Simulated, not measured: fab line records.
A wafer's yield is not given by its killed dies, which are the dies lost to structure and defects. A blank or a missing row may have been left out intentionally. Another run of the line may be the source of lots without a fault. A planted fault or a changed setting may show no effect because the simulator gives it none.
The same fault as seen by 2 desks ; flow sky130 ; each desk has only its own numbers; what lay behind them comes last
Where a reading is given only as a bound, like >300, the bound stands for it, and a mean or a difference that rests on one is marked > or <: the true number lies beyond.

== METROLOGY DESK ==
What the gauges read, lot by lot, whatever tool the lot ran on: means of the sampled wafers that have a number. Marked OUT: a lot whose mean sits more than 4 standard deviations from the usual mean, which makes it out of limits; the brackets give that distance.
Columns: A = VIA3_BOW at SKY_VIA3_BOW_MEAS_03, usual 78 um; B = CAP2M_TIN_RS at SKY_CAP2M_RS_MEAS_03, usual 6.93 ohm/sq; C = CAP2M_TIN_THK at SKY_CAP2M_THK_MEAS_04, usual 200.8 nm
lot;first seen here;A;B;C
L299;day 38 17:02;77;6.90;200.3
L301;day 39 01:43;83;7.04;198.9
L302;day 39 09:47;79;6.89;202.2
L303;day 39 21:29;83;6.98;198.1
L304;day 39 23:50;73;6.94;200.1
L305;day 40 09:41;83;6.97;200.6
L306;day 40 20:15;68;6.91;201.6
L308;day 41 09:18;88;6.92;202.7
L309;day 41 15:10;80;6.91;202.5
L310;day 42 01:40;71;7.00;198.7
L311;day 42 05:18;82;6.90;201.2
L315;day 43 12:22;77;-;<0.0 (-99 or more) OUT
L316;day 43 13:30;74;-;<0.0 (-99 or more) OUT
L322;day 45 08:18;74;6.96;200.0
This desk reports L315, L316 out of limits; the earliest was L315 at day 44 13:05 (CAP2M_TIN_THK at SKY_CAP2M_THK_MEAS_04). L299, L301, L302, L303, L304, L305, L306, L308, L309, L310, L311, L322 stayed within limits.

== THE TOOL OWNER'S DESK: pvdSputter-01 ==
At SKY_CAP2M_SPUTTER_02 (material TiN, target thk 200 nm, time 166.7 s) the tool's own readings: per lot run on this tool, the mean of the sampled wafers that have a number. Marked OUT: a lot whose mean sits more than 4 standard deviations from the usual mean, which makes it out of limits; the brackets give that distance.
Columns: A = cathodeDcPowerW at SKY_CAP2M_SPUTTER_02, usual 6500.0 W; B = chamberPressurePa at SKY_CAP2M_SPUTTER_02, usual 0.4001 Pa; C = throttleValvePct at SKY_CAP2M_SPUTTER_02, usual 29.8 %
lot;first seen here;A;B;C
L304;day 41 01:44;6499.9;0.4002;30.4
L305;day 41 11:26;6500.2;0.4006;29.3
L308;day 42 10:41;6499.7;0.3998;29.5
L310;day 43 03:18;6501.1;0.3995;28.7
This desk's verdict: no lot among the 4 shows anything out of limits.

== TAKEN TOGETHER ==
The metrology desk could have raised an alarm at day 44 13:05, on L315, L316.
The tool owner's desk saw nothing out of limits.
The tool owner's desk has no number on record for L315, L316.
Of the lots named, all ran SKY_CAP2M_SPUTTER_02 on pvdSputter-01.

== WHAT THE SIMULATOR HAD PUT IN ==
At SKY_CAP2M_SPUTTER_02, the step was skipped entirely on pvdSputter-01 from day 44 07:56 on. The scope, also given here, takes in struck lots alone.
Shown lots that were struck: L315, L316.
Time in hours between the start of the fault and the first out-of-limits reading at each desk: metrology desk, 5.
